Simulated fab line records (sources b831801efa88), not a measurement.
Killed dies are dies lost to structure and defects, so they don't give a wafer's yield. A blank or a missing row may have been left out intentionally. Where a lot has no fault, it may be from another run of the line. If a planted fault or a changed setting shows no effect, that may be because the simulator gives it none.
Which tool was responsible? | flow gf180mcu | 21 wafers from 7 lots sampled at 2 of the route's 602 steps

## WHAT EACH GAUGE READ, for each wafer
GF_HV_LDD_OVL_MEAS_32.
lot  | measured     | on         | HV_LDD_02_OVL (nm)
L664 | day 11 20:25 | overlay-01 | -3.5 -2.8 -2.8
L667 | day 12 16:07 | overlay-01 | -1.9 -1.9 -2.2
L670 | day 13 18:18 | overlay-02 | -0.6 -1.2 -0.3
L675 | day 15 17:44 | overlay-01 | -0.4 -1.4 -1.5
L678 | day 16 12:48 | overlay-02 | -1.9 -2.1 -1.5
L684 | day 18 04:40 | overlay-01 | -0.7 -1.8 -1.8
L686 | day 19 03:22 | overlay-01 | 0.1 0.2 0.9

## WHAT TOOL EACH LOT RAN ON (gives the tool, then ch and the chambers of the sampled wafers, and finally the start)
lot  | GF_VT_IMPLANT_STRIP_20
L664 | plasmaAsher-01 ch 0,1, day 6 11:00
L667 | plasmaAsher-01 ch 0,1, day 7 05:53
L670 | plasmaAsher-01 ch 0,1, day 8 03:14
L675 | plasmaAsher-04 ch 0,1, day 9 11:11
L678 | plasmaAsher-02 ch 0,1, day 10 04:11
L684 | plasmaAsher-04 ch 0,1, day 11 17:41
L686 | plasmaAsher-02 ch 0,1, day 12 09:55
- GF_VT_IMPLANT_STRIP_20: strips in O2/N2.

## THE ANSWER, worked out from the rows above alone
Rule: what is usual is taken from the lots themselves. Put in order of their means at a reading, lots are off if they are a third of the lots or fewer, leave a main group of 4 or more, and stand apart from it by a gap of 3 or more times the standard deviation of the main group's means; of several such gaps the widest counts. A main group whose means are all the same, to the digits that the tables above print for the reading, isn't used. A lot without any number at a reading at which 4 lots or more have one is off too. Where the step has rows for the other lots, those lots are counted as sound.
None of the lots is off at any reading shown; this tells nothing.

## WHAT THE SIMULATOR PUT IN
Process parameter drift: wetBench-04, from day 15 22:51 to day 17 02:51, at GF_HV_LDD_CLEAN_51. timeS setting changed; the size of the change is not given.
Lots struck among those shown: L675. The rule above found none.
